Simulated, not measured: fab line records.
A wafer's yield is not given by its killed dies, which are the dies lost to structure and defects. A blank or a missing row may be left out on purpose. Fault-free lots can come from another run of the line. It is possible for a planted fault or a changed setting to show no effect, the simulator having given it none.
fab line records / flow sky130
record: lots: 6 wafers: 18 last-day: 50
route steps=708 shown CAP2M@620 METAL4@621 PAD_OPEN@708
lots untouched by any fault: they come from a run of this same line in which no faults occurred
start-h: hours from the record's opening day to when the first of the lot's shown wafers began / wait-h: hours from the lot's prior step to this one / " the same as in the row above / L1.1+2: several wafers, shown together as one row / - value missing, or start not given / * or withheld: withheld / < > ~ a bound
route shown NAME@n: NAME is a module with steps in the file, n the number in the route of the first one / usual: average and standard deviation across the fault-free wafers / same: alike in all rows / chamber/n: place in a boat / sites: readings site by site / _std_site: the standard deviation of these / _edge_site: outer sites' mean less inner sites' / radius-mm: how far each site lies from the wafer's centre / mask NAME#n: copy n / behind: the tool/chamber that last shaped the wafer / hold: the reason the lot was held/the length of the hold in hours/how it ended / device: transistor that didn't switch, given as n, p or np / end of line: the route-end tests of the same wafers / a step with no rows: only its recipe / killed: at the first sort, the dies lost to defects and structure; wafer yield is something else / map: shows each die of a wafer: x if killed, . if not, _ if none is there
set.NAME: the setting that was run; set.NAME@STEP: the one run at that earlier step / model.NAME: the simulator's own value behind a step, which no gauge read
lots seen at some steps along the route; tables by step, rows by wafer
services: a tool's chamber out of use, with start hour (start-h, from the record's first day; less than 0 if before it), hours out, and reason
== steps ==
step: SKY_CAP2M_CLEAN_17
recipe: chemistry: O3/DIW dry: n2-spin
step: SKY_METAL4_DEHYDRATE_05
recipe: temp-c: 200 time-s: 60
step: SKY_METAL4_HMDS_06
recipe: prime-time-s: 60 prime-temp-c: 120
step: SKY_METAL4_COAT_07
recipe: resist: BARC temp-c: withheld time-s: withheld spin-rpm: 3000 resist-thk-nm: 60
step: SKY_METAL4_COAT_08
recipe: resist: KrF-thick spin-rpm: 3000 resist-thk-nm: 1140
step: SKY_METAL4_SOFTBAKE_09
recipe: temp-c: 100 time-s: 90 resist: KrF-thick
step: SKY_METAL4_EXPOSE_10
recipe: mask-id: MM4 na: 0.68 source-shape: annular sigma-inner: 0.4 sigma-outer: 0.8 target-cd-nm: 300 dose-mj: 28
step: SKY_METAL4_PEB_11
recipe: peb-temp-c: withheld peb-time-s: withheld resist: KrF-thick
step: SKY_METAL4_DEVELOP_12
recipe: develop-time-s: 60 resist: KrF-thick dev-temp-c: 21
step: SKY_METAL4_CD_MEAS_13
recipe: target-cd-nm: 300
usual: cd-nm: 300.0/1.6
lot.wafer=L557.1 tool=cd-sem-02 chamber=- start-h=1006.17 wait-h=- cd-nm=301.3
lot.wafer=L557.3 tool=cd-sem-02 chamber=- start-h=1006.17 wait-h=- cd-nm=300.6
lot.wafer=L557.4 tool=cd-sem-02 chamber=- start-h=1006.17 wait-h=- cd-nm=300.4
lot.wafer=L560.2 tool=cd-sem-02 chamber=- start-h=1033.09 wait-h=- cd-nm=299.1
lot.wafer=L560.3 tool=cd-sem-02 chamber=- start-h=1033.09 wait-h=- cd-nm=297.5
lot.wafer=L560.6 tool=cd-sem-02 chamber=- start-h=1033.09 wait-h=- cd-nm=299.1
lot.wafer=L569.3 tool=cd-sem-02 chamber=- start-h=1083.71 wait-h=- cd-nm=298.0
lot.wafer=L569.5 tool=cd-sem-02 chamber=- start-h=1083.71 wait-h=- cd-nm=299.3
lot.wafer=L569.6 tool=cd-sem-02 chamber=- start-h=1083.71 wait-h=- cd-nm=299.6
lot.wafer=L568.1 tool=cd-sem-02 chamber=- start-h=1084.37 wait-h=- cd-nm=300.3
lot.wafer=L568.2 tool=cd-sem-02 chamber=- start-h=1084.37 wait-h=- cd-nm=302.0
lot.wafer=L568.5 tool=cd-sem-02 chamber=- start-h=1084.37 wait-h=- cd-nm=300.1
lot.wafer=L573.2 tool=cd-sem-02 chamber=- start-h=1116.64 wait-h=- cd-nm=299.1
lot.wafer=L573.4 tool=cd-sem-02 chamber=- start-h=1116.64 wait-h=- cd-nm=299.6
lot.wafer=L573.5 tool=cd-sem-02 chamber=- start-h=1116.64 wait-h=- cd-nm=298.9
lot.wafer=L576.1 tool=cd-sem-01 chamber=- start-h=1122.38 wait-h=- cd-nm=297.1
lot.wafer=L576.4 tool=cd-sem-01 chamber=- start-h=1122.38 wait-h=- cd-nm=297.5
lot.wafer=L576.5 tool=cd-sem-01 chamber=- start-h=1122.38 wait-h=- cd-nm=297.9
step: SKY_METAL4_OVL_MEAS_14
usual: METAL4_OVL: 2/5.5
lot.wafer=L557.1 tool=overlay-01 chamber=- start-h=1006.29 wait-h=0.1 METAL4_OVL[nm]=1
lot.wafer=L557.3 tool=overlay-01 chamber=- start-h=1006.29 wait-h=0.1 METAL4_OVL[nm]=4
lot.wafer=L557.4 tool=overlay-01 chamber=- start-h=1006.29 wait-h=0.1 METAL4_OVL[nm]=-2
lot.wafer=L560.2 tool=overlay-01 chamber=- start-h=1033.20 wait-h=0.1 METAL4_OVL[nm]=1
lot.wafer=L560.3 tool=overlay-01 chamber=- start-h=1033.20 wait-h=0.1 METAL4_OVL[nm]=-1
lot.wafer=L560.6 tool=overlay-01 chamber=- start-h=1033.20 wait-h=0.1 METAL4_OVL[nm]=6
lot.wafer=L569.3 tool=overlay-01 chamber=- start-h=1083.80 wait-h=0.1 METAL4_OVL[nm]=2
lot.wafer=L569.5 tool=overlay-01 chamber=- start-h=1083.80 wait-h=0.1 METAL4_OVL[nm]=10
lot.wafer=L569.6 tool=overlay-01 chamber=- start-h=1083.80 wait-h=0.1 METAL4_OVL[nm]=5
lot.wafer=L568.1 tool=overlay-01 chamber=- start-h=1084.49 wait-h=0.1 METAL4_OVL[nm]=-1
lot.wafer=L568.2 tool=overlay-01 chamber=- start-h=1084.49 wait-h=0.1 METAL4_OVL[nm]=1
lot.wafer=L568.5 tool=overlay-01 chamber=- start-h=1084.49 wait-h=0.1 METAL4_OVL[nm]=4
lot.wafer=L573.2 tool=overlay-02 chamber=- start-h=1116.75 wait-h=0.1 METAL4_OVL[nm]=0
lot.wafer=L573.4 tool=overlay-02 chamber=- start-h=1116.75 wait-h=0.1 METAL4_OVL[nm]=1
lot.wafer=L573.5 tool=overlay-02 chamber=- start-h=1116.75 wait-h=0.1 METAL4_OVL[nm]=0
lot.wafer=L576.1 tool=overlay-02 chamber=- start-h=1122.50 wait-h=0.1 METAL4_OVL[nm]=1
lot.wafer=L576.4 tool=overlay-02 chamber=- start-h=1122.50 wait-h=0.1 METAL4_OVL[nm]=3
lot.wafer=L576.5 tool=overlay-02 chamber=- start-h=1122.50 wait-h=0.1 METAL4_OVL[nm]=1
step: SKY_METAL4_DESCUM_15
recipe: chemistry: O2 source-power-w: 150 bias-power-w: 0 pressure-mtorr: 10 temp-c: 40 time-s: 8
usual: drypump-motor-current-A: 5.9/0.55 oes-product-au: 0.998/0.013
lot.wafer=L557.1 tool=rie-metal-02 chamber=0 start-h=1006.33 wait-h=0.0 drypump-motor-current-A=6.8 oes-product-au=0.991 rf-hours-counter-h=16
lot.wafer=L557.3 tool=rie-metal-02 chamber=0 start-h=1006.33 wait-h=0.0 drypump-motor-current-A=6.7 oes-product-au=0.996 rf-hours-counter-h=-
lot.wafer=L557.4 tool=rie-metal-02 chamber=1 start-h=1006.33 wait-h=0.0 drypump-motor-current-A=5.8 oes-product-au=1.005 rf-hours-counter-h=-
lot.wafer=L560.2 tool=rie-metal-02 chamber=0 start-h=1033.23 wait-h=0.0 drypump-motor-current-A=6.8 oes-product-au=0.991 rf-hours-counter-h=17
lot.wafer=L560.3 tool=rie-metal-02 chamber=1 start-h=1033.23 wait-h=0.0 drypump-motor-current-A=5.8 oes-product-au=0.997 rf-hours-counter-h=-
lot.wafer=L560.6 tool=rie-metal-02 chamber=1 start-h=1033.23 wait-h=0.0 drypump-motor-current-A=5.8 oes-product-au=0.999 rf-hours-counter-h=-
lot.wafer=L569.3 tool=rie-metal-02 chamber=0 start-h=1083.84 wait-h=0.0 drypump-motor-current-A=6.7 oes-product-au=0.995 rf-hours-counter-h=-
lot.wafer=L569.5 tool=rie-metal-02 chamber=0 start-h=1083.84 wait-h=0.0 drypump-motor-current-A=6.7 oes-product-au=0.983 rf-hours-counter-h=-
lot.wafer=L569.6 tool=rie-metal-02 chamber=1 start-h=1083.84 wait-h=0.0 drypump-motor-current-A=5.7 oes-product-au=0.998 rf-hours-counter-h=-
lot.wafer=L568.1 tool=rie-metal-02 chamber=0 start-h=1084.53 wait-h=0.0 drypump-motor-current-A=6.8 oes-product-au=0.998 rf-hours-counter-h=21
lot.wafer=L568.2 tool=rie-metal-02 chamber=1 start-h=1084.53 wait-h=0.0 drypump-motor-current-A=5.7 oes-product-au=1.007 rf-hours-counter-h=15
lot.wafer=L568.5 tool=rie-metal-02 chamber=1 start-h=1084.53 wait-h=0.0 drypump-motor-current-A=5.8 oes-product-au=1.012 rf-hours-counter-h=-
lot.wafer=L573.2 tool=rie-metal-03 chamber=1 start-h=1116.79 wait-h=0.0 drypump-motor-current-A=6.0 oes-product-au=1.023 rf-hours-counter-h=-
lot.wafer=L573.4 tool=rie-metal-03 chamber=1 start-h=1116.79 wait-h=0.0 drypump-motor-current-A=6.0 oes-product-au=1.013 rf-hours-counter-h=-
lot.wafer=L573.5 tool=rie-metal-03 chamber=1 start-h=1116.79 wait-h=0.0 drypump-motor-current-A=6.0 oes-product-au=1.020 rf-hours-counter-h=-
lot.wafer=L576.1 tool=rie-metal-03 chamber=1 start-h=1122.54 wait-h=0.0 drypump-motor-current-A=6.0 oes-product-au=1.019 rf-hours-counter-h=21
lot.wafer=L576.4 tool=rie-metal-03 chamber=1 start-h=1122.54 wait-h=0.0 drypump-motor-current-A=6.0 oes-product-au=1.015 rf-hours-counter-h=-
lot.wafer=L576.5 tool=rie-metal-03 chamber=0 start-h=1122.54 wait-h=0.0 drypump-motor-current-A=5.1 oes-product-au=0.973 rf-hours-counter-h=-
step: SKY_METAL4_ETCH_16
recipe: chemistry: N2/H2 target: BARC ion-energy-ev: 200 bias-w: 100 pressure-mtorr: 30 n2-flow-sccm: 100 h2-flow-sccm: 200 icp-w: 500 stop-on: SiO2 time-s: 88.2 target-depth-a: 600
usual: bias-w: 99.99/0.29 drypump-motor-current-A: 5.9/0.55 oes-product-au: 0.626/0.0047 throttle-valve-pct: 13.205/0.0091
lot.wafer=L557.1 tool=rie-metal-02 chamber=0 start-h=1006.36 wait-h=0.0 bias-w=100.40 drypump-motor-current-A=6.8 oes-product-au=0.618 rf-hours-counter-h=16 throttle-valve-pct=13.206
lot.wafer=L557.3 tool=rie-metal-02 chamber=0 start-h=1006.36 wait-h=0.0 bias-w=100.42 drypump-motor-current-A=6.7 oes-product-au=0.628 rf-hours-counter-h=- throttle-valve-pct=13.217
lot.wafer=L557.4 tool=rie-metal-02 chamber=1 start-h=1006.36 wait-h=0.0 bias-w=100.15 drypump-motor-current-A=5.8 oes-product-au=0.623 rf-hours-counter-h=- throttle-valve-pct=13.210
lot.wafer=L560.2 tool=rie-metal-02 chamber=0 start-h=1033.26 wait-h=0.0 bias-w=99.87 drypump-motor-current-A=6.8 oes-product-au=0.628 rf-hours-counter-h=17 throttle-valve-pct=13.192
lot.wafer=L560.3 tool=rie-metal-02 chamber=1 start-h=1033.26 wait-h=0.0 bias-w=100.15 drypump-motor-current-A=5.8 oes-product-au=0.624 rf-hours-counter-h=- throttle-valve-pct=13.216
lot.wafer=L560.6 tool=rie-metal-02 chamber=1 start-h=1033.26 wait-h=0.0 bias-w=100.29 drypump-motor-current-A=5.8 oes-product-au=0.621 rf-hours-counter-h=- throttle-valve-pct=13.201
lot.wafer=L569.3 tool=rie-metal-02 chamber=0 start-h=1083.89 wait-h=0.0 bias-w=89.35 drypump-motor-current-A=6.8 oes-product-au=0.634 rf-hours-counter-h=- throttle-valve-pct=13.203
lot.wafer=L569.5 tool=rie-metal-02 chamber=0 start-h=1083.89 wait-h=0.0 bias-w=89.12 drypump-motor-current-A=6.8 oes-product-au=0.630 rf-hours-counter-h=- throttle-valve-pct=13.211
lot.wafer=L569.6 tool=rie-metal-02 chamber=1 start-h=1083.89 wait-h=0.0 bias-w=89.57 drypump-motor-current-A=5.8 oes-product-au=0.620 rf-hours-counter-h=- throttle-valve-pct=13.222
lot.wafer=L568.1 tool=rie-metal-02 chamber=0 start-h=1084.56 wait-h=0.0 bias-w=88.54 drypump-motor-current-A=6.8 oes-product-au=0.627 rf-hours-counter-h=21 throttle-valve-pct=13.217
lot.wafer=L568.2 tool=rie-metal-02 chamber=1 start-h=1084.56 wait-h=0.0 bias-w=89.29 drypump-motor-current-A=5.8 oes-product-au=0.623 rf-hours-counter-h=15 throttle-valve-pct=13.223
lot.wafer=L568.5 tool=rie-metal-02 chamber=1 start-h=1084.56 wait-h=0.0 bias-w=88.85 drypump-motor-current-A=5.8 oes-product-au=0.624 rf-hours-counter-h=- throttle-valve-pct=13.204
lot.wafer=L573.2 tool=rie-metal-03 chamber=1 start-h=1116.88 wait-h=0.1 bias-w=100.12 drypump-motor-current-A=6.0 oes-product-au=0.632 rf-hours-counter-h=- throttle-valve-pct=13.211
lot.wafer=L573.4 tool=rie-metal-03 chamber=1 start-h=1116.88 wait-h=0.1 bias-w=99.69 drypump-motor-current-A=6.0 oes-product-au=0.621 rf-hours-counter-h=- throttle-valve-pct=13.204
lot.wafer=L573.5 tool=rie-metal-03 chamber=1 start-h=1116.88 wait-h=0.1 bias-w=99.76 drypump-motor-current-A=6.0 oes-product-au=0.626 rf-hours-counter-h=- throttle-valve-pct=13.215
lot.wafer=L576.1 tool=rie-metal-03 chamber=1 start-h=1122.57 wait-h=0.0 bias-w=100.13 drypump-motor-current-A=6.0 oes-product-au=0.624 rf-hours-counter-h=21 throttle-valve-pct=13.204
lot.wafer=L576.4 tool=rie-metal-03 chamber=1 start-h=1122.57 wait-h=0.0 bias-w=99.88 drypump-motor-current-A=6.0 oes-product-au=0.631 rf-hours-counter-h=- throttle-valve-pct=13.221
lot.wafer=L576.5 tool=rie-metal-03 chamber=0 start-h=1122.57 wait-h=0.0 bias-w=100.18 drypump-motor-current-A=5.1 oes-product-au=0.618 rf-hours-counter-h=- throttle-valve-pct=13.213
step: SKY_METAL4_ETCH_17
recipe: target: SiO2 stop-on: TiN chemistry: C4F8/O2/Ar source-w: 1500 bias-w: 1200 pressure-mtorr: 40 c4f8-flow-sccm: withheld O2_flow_sccm: 6 Ar_flow_sccm: 300 time-s: 3.9 target-depth-a: 150
usual: bias-w: 1200/3.5 oes-product-au: 0.753/0.0079
lot.wafer=L557.1 tool=rie-diel-02 chamber=2 start-h=1006.46 wait-h=0.1 bias-w=1206 oes-product-au=0.758 rf-hours-counter-h=14
lot.wafer=L557.3 tool=rie-diel-02 chamber=0 start-h=1006.46 wait-h=0.1 bias-w=1194 oes-product-au=0.755 rf-hours-counter-h=27
lot.wafer=L557.4 tool=rie-diel-02 chamber=2 start-h=1006.46 wait-h=0.1 bias-w=1200 oes-product-au=0.757 rf-hours-counter-h=-
lot.wafer=L560.2 tool=rie-diel-02 chamber=2 start-h=1033.36 wait-h=0.1 bias-w=1203 oes-product-au=0.754 rf-hours-counter-h=15
lot.wafer=L560.3 tool=rie-diel-02 chamber=1 start-h=1033.36 wait-h=0.1 bias-w=1200 oes-product-au=0.754 rf-hours-counter-h=8
lot.wafer=L560.6 tool=rie-diel-02 chamber=3 start-h=1033.36 wait-h=0.1 bias-w=1205 oes-product-au=0.766 rf-hours-counter-h=-
lot.wafer=L569.3 tool=rie-diel-02 chamber=0 start-h=1083.96 wait-h=0.0 bias-w=1201 oes-product-au=0.754 rf-hours-counter-h=29
lot.wafer=L569.5 tool=rie-diel-02 chamber=2 start-h=1083.96 wait-h=0.0 bias-w=1197 oes-product-au=0.758 rf-hours-counter-h=-
lot.wafer=L569.6 tool=rie-diel-02 chamber=3 start-h=1083.96 wait-h=0.0 bias-w=1200 oes-product-au=0.759 rf-hours-counter-h=-
lot.wafer=L568.1 tool=rie-diel-01 chamber=2 start-h=1084.66 wait-h=0.1 bias-w=1200 oes-product-au=0.752 rf-hours-counter-h=14
lot.wafer=L568.2 tool=rie-diel-01 chamber=1 start-h=1084.66 wait-h=0.1 bias-w=1202 oes-product-au=0.765 rf-hours-counter-h=6
lot.wafer=L568.5 tool=rie-diel-01 chamber=1 start-h=1084.66 wait-h=0.1 bias-w=1201 oes-product-au=0.755 rf-hours-counter-h=-
lot.wafer=L573.2 tool=rie-diel-01 chamber=2 start-h=1117.04 wait-h=0.1 bias-w=1193 oes-product-au=0.746 rf-hours-counter-h=15
lot.wafer=L573.4 tool=rie-diel-01 chamber=0 start-h=1117.04 wait-h=0.1 bias-w=1197 oes-product-au=0.760 rf-hours-counter-h=18
lot.wafer=L573.5 tool=rie-diel-01 chamber=2 start-h=1117.04 wait-h=0.1 bias-w=1195 oes-product-au=0.768 rf-hours-counter-h=-
lot.wafer=L576.1 tool=rie-diel-01 chamber=2 start-h=1122.67 wait-h=0.1 bias-w=1196 oes-product-au=0.747 rf-hours-counter-h=15
lot.wafer=L576.4 tool=rie-diel-01 chamber=0 start-h=1122.67 wait-h=0.1 bias-w=1195 oes-product-au=0.759 rf-hours-counter-h=18
lot.wafer=L576.5 tool=rie-diel-01 chamber=3 start-h=1122.67 wait-h=0.1 bias-w=1195 oes-product-au=0.755 rf-hours-counter-h=-
step: SKY_PAD_OPEN_PROBE_99
usual: defect-limited-yield: 82.6/1.9 killed_at_M0_to_M3: 43/7.2 killed_at_M4_up: 3.5/2 killed-at-contacts: 24/5.2 killed-at-front-end: 15/4.4 killed-at-other: 0.2/0.48 killed-dies: 85/9.4 killed-open: 46/7.3 killed-short: 39/6.1 sort_bin_3_pad_short: 0.8/0.37 sort_bin_5_function: 10.2/1.4 sort_bin_6_memory: 6.3/1.1 sort-n-pass: 407/9.4 sort-yield-pct: 82.6/1.9
same: gross-dies: 492 killed-at-back-side: 0 sort_bin_4_leakage[%]: 0 sort_bin_8_speed[%]: 0
lot.wafer=L560.2 tool=prober-02 chamber=- start-h=1123.25 wait-h=0.1 defect-limited-yield[%]=82.5 killed_at_M0_to_M3=44 killed_at_M4_up=4 killed-at-contacts=27 killed-at-front-end=11 killed-at-other=0 killed-dies=86 killed-open=47 killed-short=38 sort_bin_3_pad_short[%]=0.8 sort_bin_5_function[%]=9.1 sort_bin_6_memory[%]=7.5 sort-n-pass=406 sort-yield-pct[%]=82.5
lot.wafer=L560.3 tool=prober-02 chamber=- start-h=1123.30 wait-h=0.2 defect-limited-yield[%]=83.5 killed_at_M0_to_M3=37 killed_at_M4_up=2 killed-at-contacts=23 killed-at-front-end=19 killed-at-other=0 killed-dies=81 killed-open=43 killed-short=38 sort_bin_3_pad_short[%]=1.4 sort_bin_5_function[%]=9.3 sort_bin_6_memory[%]=5.7 sort-n-pass=411 sort-yield-pct[%]=83.5
lot.wafer=L560.6 tool=prober-02 chamber=- start-h=1123.45 wait-h=0.2 defect-limited-yield[%]=80.3 killed_at_M0_to_M3=48 killed_at_M4_up=2 killed-at-contacts=29 killed-at-front-end=18 killed-at-other=0 killed-dies=97 killed-open=47 killed-short=50 sort_bin_3_pad_short[%]=1.0 sort_bin_5_function[%]=11.4 sort_bin_6_memory[%]=7.3 sort-n-pass=395 sort-yield-pct[%]=80.3
lot.wafer=L569.3 tool=prober-02 chamber=- start-h=1165.16 wait-h=0.2 defect-limited-yield[%]=80.9 killed_at_M0_to_M3=47 killed_at_M4_up=1 killed-at-contacts=27 killed-at-front-end=19 killed-at-other=0 killed-dies=94 killed-open=52 killed-short=41 sort_bin_3_pad_short[%]=1.2 sort_bin_5_function[%]=10.8 sort_bin_6_memory[%]=7.1 sort-n-pass=398 sort-yield-pct[%]=80.9
lot.wafer=L569.5 tool=prober-02 chamber=- start-h=1165.26 wait-h=0.2 defect-limited-yield[%]=85.2 killed_at_M0_to_M3=39 killed_at_M4_up=1 killed-at-contacts=16 killed-at-front-end=16 killed-at-other=1 killed-dies=73 killed-open=41 killed-short=31 sort_bin_3_pad_short[%]=0.6 sort_bin_5_function[%]=9.8 sort_bin_6_memory[%]=4.5 sort-n-pass=419 sort-yield-pct[%]=85.2
lot.wafer=L569.6 tool=prober-02 chamber=- start-h=1165.31 wait-h=0.2 defect-limited-yield[%]=80.5 killed_at_M0_to_M3=49 killed_at_M4_up=1 killed-at-contacts=40 killed-at-front-end=6 killed-at-other=0 killed-dies=96 killed-open=53 killed-short=43 sort_bin_3_pad_short[%]=1.0 sort_bin_5_function[%]=11.0 sort_bin_6_memory[%]=7.5 sort-n-pass=396 sort-yield-pct[%]=80.5
lot.wafer=L568.1 tool=prober-01 chamber=- start-h=1166.58 wait-h=0.1 defect-limited-yield[%]=84.3 killed_at_M0_to_M3=33 killed_at_M4_up=5 killed-at-contacts=28 killed-at-front-end=11 killed-at-other=0 killed-dies=77 killed-open=55 killed-short=22 sort_bin_3_pad_short[%]=0.2 sort_bin_5_function[%]=10.8 sort_bin_6_memory[%]=4.7 sort-n-pass=415 sort-yield-pct[%]=84.3
lot.wafer=L568.2 tool=prober-01 chamber=- start-h=1166.63 wait-h=0.1 defect-limited-yield[%]=82.1 killed_at_M0_to_M3=47 killed_at_M4_up=1 killed-at-contacts=20 killed-at-front-end=20 killed-at-other=0 killed-dies=88 killed-open=43 killed-short=45 sort_bin_3_pad_short[%]=1.0 sort_bin_5_function[%]=11.2 sort_bin_6_memory[%]=5.7 sort-n-pass=404 sort-yield-pct[%]=82.1
lot.wafer=L568.5 tool=prober-01 chamber=- start-h=1166.78 wait-h=0.2 defect-limited-yield[%]=82.3 killed_at_M0_to_M3=38 killed_at_M4_up=2 killed-at-contacts=28 killed-at-front-end=19 killed-at-other=0 killed-dies=87 killed-open=43 killed-short=43 sort_bin_3_pad_short[%]=0.6 sort_bin_5_function[%]=11.0 sort_bin_6_memory[%]=6.1 sort-n-pass=405 sort-yield-pct[%]=82.3
killed by level:class
L560.2 CONTACT:geometric-particle:open=11 VIA1:geometric-particle:open=9 LI_CONTACT:geometric-particle:open=8 VIA2:geometric-particle:open=7 METAL1:geometric-particle:short=6 METAL2:geometric-particle:short=5 FIELD_ISO:geometric-particle:open=4 FIELD_ISO:geometric-particle:short=4
L560.3 CONTACT:geometric-particle:short=7 LI_CONTACT:geometric-particle:open=7 CONTACT:geometric-particle:open=7 VIA1:geometric-particle:open=7 METAL1:geometric-particle:short=6 VIA3:geometric-particle:open=6 FIELD_ISO:geometric-particle:open=5 POLY_GATE:geometric-particle:short=5
L560.6 CONTACT:geometric-particle:open=12 VIA1:geometric-particle:open=9 VIA3:geometric-particle:open=8 FIELD_ISO:geometric-particle:short=7 METAL2:geometric-particle:short=7 LI_CONTACT:geometric-particle:short=6 METAL1:geometric-particle:short=5 FIELD_ISO:geometric-particle:open=4
L569.3 VIA1:geometric-particle:open=12 CONTACT:geometric-particle:open=11 FIELD_ISO:geometric-particle:open=6 METAL2:geometric-particle:short=6 VIA2:geometric-particle:open=6 LI_CONTACT:geometric-particle:open=5 LOCAL_INTERCONNECT:geometric-particle:short=5 VIA3:geometric-particle:open=5
L569.5 VIA1:geometric-particle:open=9 METAL1:geometric-particle:short=7 FIELD_ISO:geometric-particle:open=5 FIELD_ISO:geometric-particle:short=5 CONTACT:geometric-particle:open=5 METAL1:geometric-particle:open=5 CONTACT:geometric-particle:short=4 METAL2:geometric-particle:open=4
L569.6 CONTACT:geometric-particle:open=14 VIA1:geometric-particle:open=12 LI_CONTACT:geometric-particle:open=9 CONTACT:geometric-particle:short=9 METAL2:geometric-particle:short=8 VIA3:geometric-particle:open=6 VIA3:geometric-particle:short=6 LOCAL_INTERCONNECT:geometric-particle:short=5
L568.1 LI_CONTACT:geometric-particle:open=12 VIA1:geometric-particle:open=11 CONTACT:geometric-particle:open=10 VIA2:geometric-particle:open=4 CONTACT:geometric-particle:short=4 FIELD_ISO:geometric-particle:open=3 POLY_CUT:geometric-particle:open=3 VIA1:geometric-particle:short=3
L568.2 VIA1:geometric-particle:open=13 CONTACT:geometric-particle:open=10 VIA1:geometric-particle:short=9 FIELD_ISO:geometric-particle:short=8 METAL1:geometric-particle:short=6 POLY_GATE:geometric-particle:short=5 METAL2:geometric-particle:short=5 LI_CONTACT:geometric-particle:open=4
L568.5 VIA1:geometric-particle:open=12 CONTACT:geometric-particle:open=10 POLY_GATE:geometric-particle:short=7 LOCAL_INTERCONNECT:geometric-particle:short=6 LI_CONTACT:geometric-particle:open=6 METAL1:geometric-particle:short=5 POLY_GATE:geometric-particle:open=5 CONTACT:geometric-particle:short=4
== services ==
tool=rie-metal-02 chamber=1 start-h=985.86 hours=7.6 kind=repair
tool=rie-diel-02 chamber=3 start-h=997.23 hours=15.7 kind=repair
tool=rie-diel-01 chamber=1 start-h=1004.22 hours=2.5 kind=repair
tool=rie-diel-01 chamber=2 start-h=1015.68 hours=6.6 kind=repair
tool=rie-metal-02 chamber=- start-h=1048.05 hours=2.8 kind=pm
tool=rie-diel-01 chamber=- start-h=1061.74 hours=0.8 kind=repair
tool=rie-diel-02 chamber=0 start-h=1065.14 hours=3.5 kind=repair
tool=rie-diel-01 chamber=3 start-h=1082.12 hours=- kind=clean
tool=rie-diel-01 chamber=3 start-h=1082.12 hours=24.4 kind=scheduled-down
tool=rie-diel-01 chamber=3 start-h=1082.12 hours=24.4 kind=vent-cycle
tool=rie-metal-03 chamber=0 start-h=1094.27 hours=1.4 kind=repair
tool=rie-metal-03 chamber=0 start-h=1111.55 hours=5.8 kind=repair
tool=rie-diel-02 chamber=0 start-h=1121.69 hours=- kind=clean
tool=rie-diel-02 chamber=0 start-h=1121.69 hours=15.6 kind=scheduled-down
tool=rie-diel-02 chamber=0 start-h=1121.69 hours=15.6 kind=vent-cycle
== key ==
first-sign: step: SKY_METAL4_ETCH_16 reading: bias-w direction: down sigmas: 38 usual: 99.99 struck: 89.12
effect none on later readings
met-at SKY_METAL4_ETCH_16
struck-wafers L568.1,L568.2,L568.5,L569.3,L569.5,L569.6
onset-between 1033.26 1083.89
fault: kind: process-parameter-drift tool: rie-metal-02 chamber: - onset-h: 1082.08 steps: SKY_METAL4_ETCH_16 channel: bias-w offset: -10.963 shape: step end-h: 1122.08 acts-in: these-recipes-only stated: 100
